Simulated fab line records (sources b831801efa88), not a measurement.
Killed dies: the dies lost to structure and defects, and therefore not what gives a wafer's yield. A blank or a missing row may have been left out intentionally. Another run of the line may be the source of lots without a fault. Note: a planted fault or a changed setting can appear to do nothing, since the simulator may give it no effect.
A lot that was struck, set against a sound lot / flow sky130 / 15 steps out of a route of 708
Sound: the wafers L686.2, L686.4, L686.5. Struck: wafer L691.3. (L691.4 of the same lot was not struck and is left out.) The cause comes at the end.
At each step with rows: each side's tool, then ch and its chambers, then its first start. Under that, the readings that differ: sound wafers / struck wafers / difference of the means / sigmas: that difference in standard deviations of wafers without a fault.
alike: same words and numbers on both sides, and readings whose means sit less than 2 such deviations apart. not compared: any withheld reading, any reading some wafer has no value for, any bound like >300 that may hide the same value, and any number with overlapping values for which the record gives no deviation.
A row with sigmas, a row that says differs or no value, or rows on one side alone: a step with any of these is where the two part. Non-overlapping numbers with no deviation appear without sigmas and do not part them. Lack of a reading on every wafer of one side parts them only where that side has two or more wafers.

first, 8 steps without rows for these wafers: SKY_FIELD_ISO_DEHYDRATE_05 (time 60 s); SKY_FIELD_ISO_HMDS_06 (prime time 60 s); SKY_FIELD_ISO_COAT_07 (resist thk 60 nm); SKY_FIELD_ISO_COAT_08 (resist thk 450 nm); SKY_FIELD_ISO_SOFTBAKE_09 (time 90 s); SKY_FIELD_ISO_EXPOSE_10 (exposes mask FOM, target cd 150 nm); SKY_FIELD_ISO_PEB_11; SKY_FIELD_ISO_DEVELOP_12 (develop time 60 s).
SKY_FIELD_ISO_CD_MEAS_13: the cd target is 150 nm.
  struck on cd_sem-02, day 3 22:12; sound on cd_sem-01, day 2 20:23
  alike: cd_nm
SKY_FIELD_ISO_ETCH_14: etches BARC in N2/H2, stops on SiO2, time 45.9 s, target depth 60 nm.
  sound on rie_diel-01 ch 0,1,3, day 2 20:29; struck on rie_diel-04 ch 3, day 3 22:17
reading=drypump_motor_current_A (A); sound=6.1 5.1 6.0; struck=6.6; difference=+0.9; sigmas=+2
  alike: oes_product_au, run_length_s, throttle_valve_pct
  not compared: rf_hours_counter_h
SKY_FIELD_ISO_ETCH_15: etches the open film in CHF3/O2, stops on Si, target depth 180 nm, time 72 s.
  sound on rie_diel-01 ch 0,1,3, day 2 20:31; struck on rie_diel-04 ch 3, day 3 22:19
reading=drypump_motor_current_A (A); sound=6.1 5.1 6.0; struck=6.6; difference=+0.9; sigmas=+2
  alike: oes_product_au, run_length_s, throttle_valve_pct
  not compared: rf_hours_counter_h
SKY_FIELD_ISO_STRIP_16: strips in O2/N2.
  sound on plasma_asher-01 ch 0,1, day 2 20:35; struck on plasma_asher-03 ch 1, day 3 22:25
  alike: drypump_motor_current_A, oes_product_au, strip_time_to_endpoint_s
  not compared: rf_hours_counter_h
SKY_FIELD_ISO_ETCH_17: etches Si in HBr/Cl2/O2, target depth 342 nm, time 97.7 s.
  sound on rie_si-01 ch 0,1,3, day 2 20:41; struck on rie_si-01 ch 0, day 3 22:29
reading=run_length_s (s); sound=126.3 126.0 125.8; struck=115.4; difference=-10.6; sigmas=-24
reading=model.etch.depth_nm (nm); sound=342.3 345.5 342; struck=303.7; difference=-39.6; sigmas=
reading=model.FIELD_ISO.feature_depth_nm (nm); sound=342.3 345.5 342; struck=303.7; difference=-39.6; sigmas=
  alike: drypump_motor_current_A, oes_product_au, throttle_valve_pct
  not compared: rf_hours_counter_h
then, 1 step without rows for these wafers: SKY_FIELD_ISO_WET_ETCH_18 (etches Si3N4 in H3PO4, target depth 25 nm, time 286 s).
-- a jump in the record: the struck wafers' starts before and after are 44 days apart (it breaks off in module FIELD_ISO and resumes in module PAD_OPEN, where the first step shown is number 708 of the route) --
SKY_PAD_OPEN_PROBE_99:
  struck on prober-01, day 47 14:26; sound on prober-02, day 47 01:52
reading=killed_at_M4_up; sound=6 5 6; struck=1; difference=-5; sigmas=-3
reading=model.etest.res_p_drift_20v.line_ohm_um; sound=1.154e+04 1.157e+04 1.145e+04; struck=9089; difference=-2431; sigmas=
reading=model.etest.res_p_drift_20v.rs_ohm_sq; sound=9544 9835 9544; struck=7739; difference=-1902; sigmas=
reading=model.etest.pfet_16v.r_on_ohm_um; sound=1.542e+04 1.532e+04 1.525e+04; struck=1.438e+04; difference=-9.500e+02; sigmas=
reading=model.etest.res_iso_pwell.rs_ohm_sq; sound=3197 3272 3156; struck=2322; difference=-886; sigmas=
reading=model.etest.res_iso_pwell.line_ohm_um; sound=1204 1242 1201; struck=869.9; difference=-345.8; sigmas=
reading=model.etest.res_nwell.rs_ohm_sq; sound=956.1 978.1 963.2; struck=923; difference=-43; sigmas=
reading=model.etest.pfet_16v.drive_ua_um; sound=245.7 244.7 245.6; struck=247.7; difference=+2.4; sigmas=
  alike: killed_at_M0_to_M3, killed_at_contacts, killed_at_front_end, killed_at_other, killed_dies, killed_on_rim, killed_open, killed_short
  not compared: model.etest.res_nwell.line_ohm_um

WHERE THEY PART
Earliest at SKY_FIELD_ISO_ETCH_14; latest, in this record, at SKY_PAD_OPEN_PROBE_99.

WHY: what the simulator had put in
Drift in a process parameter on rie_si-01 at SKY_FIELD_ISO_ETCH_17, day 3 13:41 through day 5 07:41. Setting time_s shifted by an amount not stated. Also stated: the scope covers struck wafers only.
